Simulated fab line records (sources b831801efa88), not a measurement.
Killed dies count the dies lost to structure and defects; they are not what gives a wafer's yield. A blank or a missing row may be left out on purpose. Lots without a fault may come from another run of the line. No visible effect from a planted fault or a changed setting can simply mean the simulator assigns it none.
fab line records	flow sky130
record lots=14	wafers=42	last-day=50
route steps=708 shown LDD_N@254 LDD_LDN@299 SPACER@305 POLY_CUT@315 PAD_OPEN@708
lots with no fault: from the same line, run without faults
start-h: the number of hours between the record's first day and the start of the first shown wafer of the lot	wait-h: how many hours have passed since the lot's step before this one	" identical to the entry in the row above	L1.1+2: one row covering several wafers at once	- no value present, or no start provided	* or withheld: withheld	< > ~ a bound
route shown NAME@n: a module of which the file shows steps, and the number in the route of the first	usual: average and standard deviation across the fault-free wafers	same: alike in all rows	chamber/n: place in a boat	sites: readings site by site	_std_site: the standard deviation of these	_edge_site: inner sites' mean taken away from outer sites' mean	radius-mm: how far each site lies from the wafer's centre	mask NAME#n: copy n	behind: tool/chamber where the wafer was last shaped	hold: the reason the lot was held/the length of the hold in hours/how it ended	device: transistor that didn't switch, given as n, p or np	end of line: the tests these same wafers got at the end of their route	for a step that has no rows: nothing shown but its recipe	killed: dies lost to structure and defects at the first sort, not the wafer's yield	map: a wafer's dies, x killed, . not, _ none there
set.NAME: the setting as run; set.NAME@STEP: as run at that earlier step	model.NAME: the simulator's own value behind a step, which no gauge read
steps of the route over a sample of lots; a table a step, a row a wafer
services: a tool's chamber out of use, with start hour (start-h, from the record's first day; less than 0 if before it), hours out, and reason
## steps
# step SKY_LDD_N_TW_MEAS_17
# usual LDD_N_TW=2572/19
lot.wafer	tool	chamber	start-h	wait-h	LDD_N_TW
L137.2	film-metro-04	-	407.19	0.1	2545
L137.4	"	-	"	"	2543
L137.6	"	-	"	"	2542
L138.1	film-metro-04	-	414.49	0.1	2553
L138.2	"	-	"	"	2557
L138.4	"	-	"	"	2555
L139.2	film-metro-01	-	418.50	0.1	2601
L139.3	"	-	"	"	2589
L139.4	"	-	"	"	2593
L140.2	film-metro-02	-	425.61	0.1	2593
L140.4	"	-	"	"	2584
L140.6	"	-	"	"	2583
L143.1	film-metro-02	-	452.69	0.1	2566
L143.2	"	-	"	"	2582
L143.5	"	-	"	"	2578
L144.2	film-metro-02	-	465.50	0.1	2585
L144.4	"	-	"	"	2573
L144.6	"	-	"	"	2581
L151.1	film-metro-04	-	527.35	0.1	2551
L151.3	"	-	"	"	2533
L151.4	"	-	"	"	2544
L152.2	film-metro-04	-	541.11	0.1	2542
L152.3	"	-	"	"	2544
L152.4	"	-	"	"	2540
L153.1	film-metro-01	-	543.20	0.1	2595
L153.4	"	-	"	"	2584
L153.6	"	-	"	"	2587
L155.1	film-metro-02	-	554.84	0.1	2566
L155.3	"	-	"	"	2568
L155.4	"	-	"	"	2572
L156.2	film-metro-02	-	560.05	0.1	2569
L156.5	"	-	"	"	2582
L156.6	"	-	"	"	2577
L157.1	film-metro-02	-	569.89	0.1	2568
L157.4	"	-	"	"	2575
L157.6	"	-	"	"	2576
L158.1	film-metro-01	-	582.15	0.1	2583
L158.2	"	-	"	"	2573
L158.5	"	-	"	"	2597
L159.2	film-metro-02	-	595.80	0.1	2572
L159.4	"	-	"	"	2560
L159.5	"	-	"	"	2575
# step SKY_LDD_LDN_IMPLANT_10
# recipe species=As	energy-kev=15	dose-cm2=1.25e+13	tilt-deg=withheld	rotation-deg=203
lot.wafer	tool	chamber	start-h	wait-h
L137.2+4+6	implanter-03	0	531.33	0.1
L138.1+2+4	implanter-04	0	538.24	0.1
L139.2+3+4	implanter-03	0	541.33	0.1
L139.2+3+4	implanter-03	0	541.64	0.3
L140.2+4+6	implanter-03	0	550.17	0.1
L140.2+4+6	implanter-03	0	550.48	0.3
L143.1+2+5	implanter-04	0	575.45	0.1
L144.2+4+6	implanter-01	0	586.37	0.1
L151.1+3+4	implanter-01	0	646.30	0.1
L152.2+3+4	implanter-03	0	657.72	0.1
L153.1+4+6	implanter-04	0	660.39	0.1
L155.1+3+4	implanter-01	0	669.59	0.1
L156.2+5+6	implanter-01	0	672.87	0.1
L157.1+4+6	implanter-04	0	684.50	0.1
L158.1+2+5	implanter-04	0	697.59	0.1
L159.2+4+5	implanter-01	0	709.57	0.1
# step SKY_LDD_LDN_TW_MEAS_13
# usual LDD_LDN_TW=1463/9.7
lot.wafer	tool	chamber	start-h	wait-h	LDD_LDN_TW
L137.2	film-metro-04	-	531.71	0.1	1462
L137.4	"	-	"	"	1461
L137.6	"	-	"	"	1461
L138.1	film-metro-01	-	538.64	0.1	1476
L138.2	"	-	"	"	1481
L138.4	"	-	"	"	1473
L139.2	film-metro-04	-	542.03	0.1	1562
L139.3	"	-	"	"	1555
L139.4	"	-	"	"	1558
L140.2	film-metro-04	-	550.87	0.1	1553
L140.4	"	-	"	"	1556
L140.6	"	-	"	"	1550
L143.1	film-metro-04	-	575.85	0.1	1453
L143.2	"	-	"	"	1454
L143.5	"	-	"	"	1459
L144.2	film-metro-02	-	586.75	0.1	1469
L144.4	"	-	"	"	1475
L144.6	"	-	"	"	1469
L151.1	film-metro-04	-	646.70	0.1	1453
L151.3	"	-	"	"	1463
L151.4	"	-	"	"	1454
L152.2	film-metro-04	-	658.10	0.1	1469
L152.3	"	-	"	"	1459
L152.4	"	-	"	"	1458
L153.1	film-metro-04	-	660.79	0.1	1450
L153.4	"	-	"	"	1456
L153.6	"	-	"	"	1456
L155.1	film-metro-04	-	669.99	0.1	1456
L155.3	"	-	"	"	1462
L155.4	"	-	"	"	1449
L156.2	film-metro-04	-	673.25	0.1	1470
L156.5	"	-	"	"	1463
L156.6	"	-	"	"	1458
L157.1	film-metro-02	-	684.90	0.1	1476
L157.4	"	-	"	"	1478
L157.6	"	-	"	"	1475
L158.1	film-metro-04	-	697.99	0.1	1451
L158.2	"	-	"	"	1447
L158.5	"	-	"	"	1453
L159.2	film-metro-01	-	709.95	0.1	1465
L159.4	"	-	"	"	1470
L159.5	"	-	"	"	1471
# step SKY_SPACER_THK_MEAS_01
# recipe reads=Si3N4_of_SPACER_CVD_00
# usual SPACER_CVD_00_THK=42.9/0.44
lot.wafer	tool	chamber	start-h	wait-h	SPACER_CVD_00_THK[nm]
L137.2	film-metro-03	-	536.37	0.0	42.5
L137.4	"	-	"	"	42.6
L137.6	"	-	"	"	42.3
L138.1	film-metro-04	-	539.96	0.0	42.6
L138.2	"	-	"	"	42.5
L138.4	"	-	"	"	42.6
L139.2	film-metro-04	-	543.79	0.0	43.5
L139.3	"	-	"	"	42.9
L139.4	"	-	"	"	43.1
L140.2	film-metro-04	-	552.19	0.0	43.1
L140.4	"	-	"	"	43.5
L140.6	"	-	"	"	43.3
L143.1	film-metro-04	-	577.17	0.0	42.9
L143.2	"	-	"	"	43.4
L143.5	"	-	"	"	42.6
L144.2	film-metro-02	-	591.19	0.0	43.4
L144.4	"	-	"	"	42.9
L144.6	"	-	"	"	43.0
L151.1	film-metro-03	-	666.18	0.1	43.0
L151.3	"	-	"	"	43.2
L151.4	"	-	"	"	43.1
L153.1	film-metro-03	-	666.24	0.1	43.6
L153.4	"	-	"	"	43.3
L153.6	"	-	"	"	43.7
L152.2	film-metro-04	-	666.25	0.1	42.8
L152.3	"	-	"	"	43.3
L152.4	"	-	"	"	42.5
L155.1	film-metro-02	-	671.36	0.0	42.7
L155.3	"	-	"	"	43.1
L155.4	"	-	"	"	42.9
L156.2	film-metro-03	-	674.57	0.0	42.6
L156.5	"	-	"	"	42.8
L156.6	"	-	"	"	42.5
L157.1	film-metro-02	-	686.48	0.0	43.2
L157.4	"	-	"	"	43.4
L157.6	"	-	"	"	43.4
L158.1	film-metro-02	-	699.31	0.0	43.8
L158.2	"	-	"	"	43.4
L158.5	"	-	"	"	43.5
L159.2	film-metro-04	-	711.55	0.0	43.1
L159.4	"	-	"	"	42.8
L159.5	"	-	"	"	42.8
# step SKY_POLY_CUT_CD_MEAS_08
# recipe target-cd-nm=270
# usual cd-nm=269.6/1.5
lot.wafer	tool	chamber	start-h	wait-h	cd-nm
L137.2	cd-sem-01	-	566.43	-	269.2
L137.4	"	-	"	"	268.7
L137.6	"	-	"	"	267.8
L138.1	cd-sem-01	-	570.28	-	270.7
L138.2	"	-	"	"	270.2
L138.4	"	-	"	"	271.8
L139.2	cd-sem-01	-	573.73	-	269.6
L139.3	"	-	"	"	270.2
L139.4	"	-	"	"	269.4
L140.2	cd-sem-02	-	582.38	-	269.5
L140.4	"	-	"	"	269.7
L140.6	"	-	"	"	268.5
L143.1	cd-sem-01	-	606.46	-	270.4
L143.2	"	-	"	"	269.1
L143.5	"	-	"	"	269.2
L144.2	cd-sem-01	-	620.45	-	268.7
L144.4	"	-	"	"	269.2
L144.6	"	-	"	"	268.8
L151.1	cd-sem-02	-	694.86	-	267.7
L151.3	"	-	"	"	269.0
L151.4	"	-	"	"	269.4
L152.2	cd-sem-02	-	695.05	-	270.4
L152.3	"	-	"	"	270.5
L152.4	"	-	"	"	270.5
L153.1	cd-sem-01	-	695.21	-	269.1
L153.4	"	-	"	"	269.3
L153.6	"	-	"	"	270.0
L155.1	cd-sem-02	-	699.56	-	271.9
L155.3	"	-	"	"	271.6
L155.4	"	-	"	"	272.6
L156.2	cd-sem-02	-	702.78	-	270.2
L156.5	"	-	"	"	270.4
L156.6	"	-	"	"	270.5
L157.1	cd-sem-02	-	715.13	-	268.6
L157.4	"	-	"	"	268.2
L157.6	"	-	"	"	269.4
L158.1	cd-sem-02	-	727.58	-	273.1
L158.2	"	-	"	"	272.2
L158.5	"	-	"	"	272.4
L159.2	cd-sem-02	-	739.50	-	266.2
L159.4	"	-	"	"	266.3
L159.5	"	-	"	"	268.2
# step SKY_PAD_OPEN_PROBE_99
# usual killed_at_M0_to_M3=42/6.8	killed_at_M4_up=3.2/1.8	killed-at-contacts=25/5.4	killed-at-front-end=15/4.5	killed-at-other=0.3/0.56	killed-dies=85/9.7	killed-open=46/7.1	killed-short=39/6.5
# same gross-dies=492	killed-at-back-side=0
lot.wafer	tool	chamber	start-h	wait-h	killed_at_M0_to_M3	killed_at_M4_up	killed-at-contacts	killed-at-front-end	killed-at-other	killed-dies	killed-open	killed-short
L137.2	prober-01	-	1081.69	0.1	39	3	24	10	0	76	41	35
L137.4	prober-01	-	1081.79	0.2	35	2	33	14	0	84	55	29
L137.6	prober-01	-	1081.89	0.2	39	7	24	11	0	81	42	39
L140.2	prober-02	-	1094.68	0.1	31	4	24	15	0	74	38	36
L140.4	prober-02	-	1094.78	0.2	41	5	26	16	0	88	55	33
L140.6	prober-02	-	1094.88	0.2	39	4	21	10	0	74	34	40
L144.2	prober-02	-	1117.73	0.1	51	8	31	15	0	105	60	45
L144.4	prober-02	-	1117.83	0.2	47	3	23	5	0	78	40	38
L144.6	prober-02	-	1117.93	0.2	47	7	27	12	0	93	54	39
L151.1	prober-01	-	1169.83	0.1	53	5	25	16	0	99	48	51
L151.3	prober-01	-	1169.93	0.2	51	4	29	17	0	101	50	51
L151.4	prober-01	-	1169.98	0.2	44	1	28	10	1	84	50	34
L152.2	prober-01	-	1171.03	0.1	46	2	24	13	0	85	46	39
L152.3	prober-01	-	1171.08	0.2	55	1	26	19	0	101	55	46
L152.4	prober-01	-	1171.13	0.2	36	3	22	18	0	79	38	41
L153.1	prober-01	-	1171.53	0.1	34	2	31	20	0	87	53	33
L153.4	prober-01	-	1171.68	0.2	31	3	25	13	0	72	35	34
L153.6	prober-01	-	1171.78	0.2	41	2	37	13	0	93	53	39
L155.1	prober-01	-	1174.28	0.1	49	1	20	13	0	83	40	43
L155.3	prober-01	-	1174.38	0.2	41	4	19	24	0	88	43	45
L155.4	prober-01	-	1174.43	0.2	43	2	38	26	0	109	55	54
# killed by level:class
L137.2 CONTACT:geometric-particle:open=10 VIA1:geometric-particle:short=9 VIA1:geometric-particle:open=8 LI_CONTACT:geometric-particle:open=7 VIA3:geometric-particle:open=6 POLY_GATE:geometric-particle:short=4 METAL1:geometric-particle:short=4 LI_CONTACT:geometric-particle:short=3
L137.4 CONTACT:geometric-particle:open=14 VIA1:geometric-particle:open=10 LI_CONTACT:geometric-particle:open=8 VIA2:geometric-particle:open=7 CONTACT:geometric-particle:short=5 FIELD_ISO:geometric-particle:open=4 VIA3:geometric-particle:open=4 POLY_GATE:geometric-particle:short=3
L137.6 VIA1:geometric-particle:open=13 CONTACT:geometric-particle:short=9 VIA2:geometric-particle:open=6 METAL4:geometric-particle:short=6 CONTACT:geometric-particle:open=5 METAL2:geometric-particle:short=4 VIA3:geometric-particle:open=4 VIA1:geometric-particle:short=3
L140.2 CONTACT:geometric-particle:open=9 METAL2:geometric-particle:short=7 LI_CONTACT:geometric-particle:open=6 FIELD_ISO:geometric-particle:short=5 VIA3:geometric-particle:open=5 LOCAL_INTERCONNECT:geometric-particle:short=4 CONTACT:geometric-particle:short=4 POLY_GATE:geometric-particle:open=3
L140.4 CONTACT:geometric-particle:open=11 VIA1:geometric-particle:open=9 VIA2:geometric-particle:open=9 METAL2:geometric-particle:short=7 VIA3:geometric-particle:open=7 LI_CONTACT:geometric-particle:open=6 POLY_GATE:geometric-particle:short=5 FIELD_ISO:geometric-particle:open=4
L140.6 METAL1:geometric-particle:short=7 VIA1:geometric-particle:open=7 CONTACT:geometric-particle:open=6 METAL2:geometric-particle:short=5 VIA3:geometric-particle:open=5 LI_CONTACT:geometric-particle:open=4 POLY_GATE:geometric-particle:short=4 CONTACT:geometric-particle:short=4
L144.2 VIA1:geometric-particle:open=12 VIA3:geometric-particle:open=12 CONTACT:geometric-particle:open=10 LI_CONTACT:geometric-particle:short=8 LI_CONTACT:geometric-particle:open=7 VIA2:geometric-particle:open=6 METAL1:geometric-particle:short=5 METAL4:geometric-particle:short=5
L144.4 VIA2:geometric-particle:open=9 LI_CONTACT:geometric-particle:open=8 METAL2:geometric-particle:short=8 VIA3:geometric-particle:open=6 CONTACT:geometric-particle:open=6 VIA1:geometric-particle:open=6 LI_CONTACT:geometric-particle:short=4 METAL1:geometric-particle:short=4
L144.6 CONTACT:geometric-particle:open=12 VIA1:geometric-particle:open=12 VIA1:geometric-particle:short=6 METAL2:geometric-particle:short=5 LOCAL_INTERCONNECT:geometric-particle:short=5 METAL1:geometric-particle:short=5 VIA3:geometric-particle:open=5 VIA2:geometric-particle:open=5
L151.1 VIA1:geometric-particle:open=11 METAL1:geometric-particle:short=10 VIA2:geometric-particle:open=9 VIA1:geometric-particle:short=7 LI_CONTACT:geometric-particle:short=6 CONTACT:geometric-particle:short=6 CONTACT:geometric-particle:open=6 POLY_GATE:geometric-particle:short=5
L151.3 VIA1:geometric-particle:open=12 LI_CONTACT:geometric-particle:open=10 VIA2:geometric-particle:open=7 METAL1:geometric-particle:short=6 VIA1:geometric-particle:short=6 METAL2:geometric-particle:short=6 FIELD_ISO:geometric-particle:short=5 POLY_GATE:geometric-particle:short=5
L151.4 VIA1:geometric-particle:open=12 CONTACT:geometric-particle:open=10 METAL2:geometric-particle:short=8 LI_CONTACT:geometric-particle:open=7 VIA2:geometric-particle:open=7 VIA3:geometric-particle:open=7 LI_CONTACT:geometric-particle:short=5 POLY_GATE:geometric-particle:open=4
L152.2 VIA2:geometric-particle:open=11 METAL1:geometric-particle:short=10 LI_CONTACT:geometric-particle:open=7 VIA1:geometric-particle:open=7 CONTACT:geometric-particle:open=6 VIA3:geometric-particle:open=6 LOCAL_INTERCONNECT:geometric-particle:short=5 CONTACT:geometric-particle:short=5
L152.3 VIA1:geometric-particle:open=14 CONTACT:geometric-particle:open=8 METAL2:geometric-particle:short=7 METAL1:geometric-particle:short=7 LI_CONTACT:geometric-particle:open=6 VIA2:geometric-particle:open=6 VIA3:geometric-particle:open=6 POLY_GATE:geometric-particle:open=5
L152.4 CONTACT:geometric-particle:short=8 VIA2:geometric-particle:open=8 POLY_GATE:geometric-particle:open=6 POLY_GATE:geometric-particle:short=6 CONTACT:geometric-particle:open=6 METAL1:geometric-particle:short=5 VIA1:geometric-particle:short=5 VIA1:geometric-particle:open=5
L153.1 CONTACT:geometric-particle:open=15 VIA3:geometric-particle:open=8 VIA1:geometric-particle:open=8 POLY_GATE:geometric-particle:short=7 LI_CONTACT:geometric-particle:open=6 METAL1:geometric-particle:short=6 CONTACT:geometric-particle:short=5 VIA2:geometric-particle:open=5
L153.4 CONTACT:geometric-particle:open=9 VIA1:geometric-particle:open=8 METAL2:geometric-particle:short=7 LI_CONTACT:geometric-particle:open=6 POLY_GATE:geometric-particle:short=5 LOCAL_INTERCONNECT:geometric-particle:short=4 METAL3:geometric-particle:short=4 CONTACT:geometric-particle:short=3
L153.6 VIA1:geometric-particle:open=13 CONTACT:geometric-particle:open=13 CONTACT:geometric-particle:short=13 LI_CONTACT:geometric-particle:open=7 METAL2:geometric-particle:short=7 VIA3:geometric-particle:open=7 FIELD_ISO:geometric-particle:open=4 POLY_GATE:geometric-particle:open=3
L155.1 CONTACT:geometric-particle:open=10 VIA3:geometric-particle:open=9 METAL1:geometric-particle:short=8 VIA1:geometric-particle:open=8 METAL2:geometric-particle:short=6 FIELD_ISO:geometric-particle:short=5 LOCAL_INTERCONNECT:geometric-particle:short=5 METAL3:geometric-particle:short=5
L155.3 FIELD_ISO:geometric-particle:short=9 CONTACT:geometric-particle:open=8 VIA1:geometric-particle:open=8 LI_CONTACT:geometric-particle:open=6 METAL1:geometric-particle:short=6 VIA2:geometric-particle:open=6 POLY_GATE:geometric-particle:short=5 VIA1:geometric-particle:short=5
L155.4 CONTACT:geometric-particle:open=13 LOCAL_INTERCONNECT:geometric-particle:short=9 VIA1:geometric-particle:open=9 FIELD_ISO:geometric-particle:short=8 FIELD_ISO:geometric-particle:open=8 LI_CONTACT:geometric-particle:open=8 CONTACT:geometric-particle:short=7 VIA2:geometric-particle:open=7
## services
tool	chamber	start-h	hours	kind
implanter-04	-	516.77	1.1	repair
implanter-01	-	527.04	5.8	pm
implanter-04	-	530.60	0.6	repair
implanter-03	-	535.65	5.3	pm
implanter-01	-	536.79	6.6	repair
implanter-04	-	541.00	16.7	pm
implanter-04	-	572.44	2.6	repair
implanter-04	-	596.26	6.4	pm
implanter-01	-	606.06	1.5	repair
implanter-04	-	689.99	4.4	repair
## key
first-sign step=SKY_LDD_LDN_IMPLANT_10	reading=visit	direction=added
effect step=SKY_LDD_LDN_TW_MEAS_13	reading=LDD_LDN_TW	direction=up	sigmas=9.5	usual=1463	struck=1556
met-at SKY_LDD_LDN_IMPLANT_10
struck-lots L139,L140
tester-left-out L139,L140
not-acting-at SKY_LDD_N_TW_MEAS_17,SKY_SPACER_THK_MEAS_01,SKY_POLY_CUT_CD_MEAS_08
fault kind=repeated-step-whole	tool=implanter-01,implanter-03,implanter-04	chamber=-	onset-h=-	steps=SKY_LDD_LDN_IMPLANT_10	times=1	scope=struck-lots-only
# tester-left-out: of these lots the tester's yield and bins aren't shown, on N5 and GAA mostly nor the transistor test; their killed dies are dies lost to structure and defects alone, not to doping, threshold or leakage, so they don't give the yield
